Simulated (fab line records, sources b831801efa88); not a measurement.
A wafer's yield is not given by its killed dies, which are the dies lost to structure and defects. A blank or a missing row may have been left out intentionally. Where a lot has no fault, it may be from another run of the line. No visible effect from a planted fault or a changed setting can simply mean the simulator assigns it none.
A lot that was struck, set against a sound lot	flow sky130	21 out of 708 route steps
Sound: the wafers L494.1, L494.2, L494.3. Wafers struck: L507.2, L507.3, L507.5. The cause comes at the end.
For every step that has rows: the tool of each side, followed by ch and its chambers, followed by its first start. Under that, the readings that differ: sound wafers	struck wafers	difference of the means	sigmas: that difference in standard deviations of wafers without a fault.
alike: readings with means less than 2 such deviations apart, plus words and numbers identical on both sides. not compared: withheld readings, readings lacking a value on some wafer, bounds such as >300 that could conceal the same value, and numbers that have no deviation in the record and whose values overlap.
Wherever a step has rows on one side only, a row that says differs or no value, or a row with sigmas, the two part there. Numbers that don't overlap but have no deviation are shown without sigmas and don't part them. A reading that every wafer of one side lacks parts them only if that side has two wafers or more.

first, 4 steps without rows for these wafers: SKY_METAL3_STRIP_20 (strips in post etch residue remover, time 1200 s); SKY_METAL3_CLEAN_21 (cleans in IPA, time 180 s); SKY_METAL3_CLEAN_22 (cleans in O3/DIW); SKY_VIA3_HDPCVD_00 (deposits SiO2, target thk 1635 nm, time 272.5 s).
SKY_VIA3_THK_MEAS_01:
  sound on film metro-04 at day 40 01:26; struck on film metro-01 at day 43 21:56
  alike: VIA3_HDPCVD_THK
SKY_VIA3_CMP_02: polishes SiO2.
  sound on cmp-02 ch 0,2,3, day 40 01:33; struck on cmp-01 ch 0,1,3, day 43 21:59
  alike: motor current A
SKY_VIA3_BOW_MEAS_03:
  sound on film metro-03 at day 40 01:48; struck on film metro-01 at day 43 22:19
  alike: VIA3_BOW
then, 5 steps without rows for these wafers: SKY_VIA3_DEHYDRATE_04 (time 60 s); SKY_VIA3_HMDS_05 (prime time 60 s); SKY_VIA3_COAT_06 (resist thk 60 nm); SKY_VIA3_COAT_07 (resist thk 450 nm); SKY_VIA3_SOFTBAKE_08 (time 90 s).
SKY_VIA3_EXPOSE_09: exposes mask VIM3, target cd 200 nm.
  sound on krf scanner-02 ch 0, day 40 14:05; struck on krf scanner-02 ch 0, day 44 09:41
reading	sound	struck	difference	sigmas
exposure dose mJ cm2	37.87 37.90 37.89	38.94 38.98 39.02	+1.09	+22
  alike: mask
then, 2 steps without rows for these wafers: SKY_VIA3_PEB_10; SKY_VIA3_DEVELOP_11 (develop time 60 s).
SKY_VIA3_CD_MEAS_12: target cd 200 nm.
  sound on cd sem-01 at day 41 02:08; struck on cd sem-01 at day 44 20:06
reading	sound	struck	difference	sigmas
cd nm (nm)	200.1 199.9 200.6	168.3 176.1 191.0	-21.7	-14
SKY_VIA3_OVL_MEAS_13:
  sound on overlay-02 at day 41 02:16; struck on overlay-01 at day 44 20:13
  alike: VIA3_OVL
SKY_VIA3_ETCH_14: etches BARC in N2/H2, stops on SiO2, time 45.9 s, target depth 60 nm.
  sound on rie diel-04 ch 0,1,3, day 41 02:17; struck on rie diel-04 ch 1,3, day 44 20:14
reading	sound	struck	difference	sigmas
model.VIA3.cd nm (nm)	200.5 199.6 200	168.7 175.6 191.2	-21.5	
  alike: drypump motor current A, oes product au, throttle valve pct
  not compared: rf hours counter h
SKY_VIA3_ETCH_15: etches SiO2 in C4F8/O2/Ar, stops on TiN, target depth 507 nm, time 78 s.
  sound on rie diel-04 ch 0,1,3, day 41 02:20; struck on rie diel-04 ch 1,3, day 44 20:17
reading	sound	struck	difference	sigmas
model.VIA3.cd nm (nm)	196 196.1 200.1	168.8 175.9 193.1	-18.1	
  alike: oes product au
  not compared: rf hours counter h
SKY_VIA3_STRIP_16: strips in O2/N2.
  sound on plasma asher-03 ch 0,1, day 41 02:23; struck on plasma asher-01 ch 0,1, day 44 20:20
  alike: drypump motor current A, oes product au, strip time to endpoint s
  not compared: rf hours counter h
-- the record jumps here: 5 days lie between the struck wafers' starts before and after (it left off in module VIA3 and takes up again in module PAD_OPEN, whose first step shown is number 708 of the route) --
SKY_PAD_OPEN_PROBE_99:
  sound on prober-02 at day 46 23:46; struck on prober-01 at day 49 23:52
reading	sound	struck	difference	sigmas
model.etest.via3 chain.rc ohm	10.12 9.999 9.745	13.49 12.15 10.26	+2.01	

## WHERE THEY PART
First at SKY_VIA3_EXPOSE_09; last, within this record, at SKY_VIA3_CD_MEAS_12. Later steps at which nothing parts them and some readings are alike: SKY_VIA3_OVL_MEAS_13, SKY_VIA3_ETCH_14, SKY_VIA3_ETCH_15, SKY_VIA3_STRIP_16.

WHY: what the simulator had put in
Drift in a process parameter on krf scanner-02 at SKY_VIA3_EXPOSE_09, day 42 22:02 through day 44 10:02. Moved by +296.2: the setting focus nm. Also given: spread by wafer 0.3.
